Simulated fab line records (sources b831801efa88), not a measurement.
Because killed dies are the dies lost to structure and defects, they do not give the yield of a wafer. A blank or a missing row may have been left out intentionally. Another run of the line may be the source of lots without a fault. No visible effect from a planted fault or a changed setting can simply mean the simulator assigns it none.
Matching of chambers    flow sky130    SKY_LI_CONTACT_ETCH_15 on rie-diel-02 has 4 sister chambers
The step etches PSG in C4F8/O2/Ar, stops on Si, target depth 600 nm. 4 wafers are shown with their chamber, then 10 later ones without.

## WAFERS, EACH WITH ITS CHAMBER
wafer   chamber  oes-product-au (a.u.)
L085.2  2        0.844
L085.4  0        0.834
L086.4  3        0.844
L089.4  1        0.836

## WAFERS MISSING THEIR CHAMBER
wafer   oes-product-au (a.u.)
L089.6  0.836
L092.1  0.833
L092.4  0.832
L092.6  0.844
L093.1  0.831
L093.4  0.837
L093.6  0.837
L095.1  0.832
L095.3  0.835
L095.6  0.845

## WHICH CHAMBER EACH WENT THROUGH
wafer   from the rows above      in truth
L089.6  can't be placed: 1 or 0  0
L092.1  can't be placed: 0 or 1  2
L092.4  can't be placed: 0 or 1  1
L092.6  can't be placed: 2 or 3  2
L093.1  can't be placed: 0 or 1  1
L093.4  can't be placed: 1 or 0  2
L093.6  can't be placed: 1 or 0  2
L095.1  can't be placed: 0 or 1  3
L095.3  can't be placed: 0 or 1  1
L095.6  can't be placed: 2 or 3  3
0 of 10 placed correctly. Not placeable from these rows: 10 (in 6, the candidates include the true chamber). 0 placed wrongly.
How it was worked out, from the rows above alone: a wafer's distance from a chamber is the root of the sum, over the readings, of the square of ((its reading less the chamber's mean) divided by the reading's scatter). The wafer belongs to the nearest chamber; if the next one is less than 2 further off, it can't be placed. The mean given for a chamber averages the wafers shown for that chamber. The scatter (one wafer shown for each chamber): square how far every hidden wafer sits from the nearest shown wafer, average those squares and take the square root.
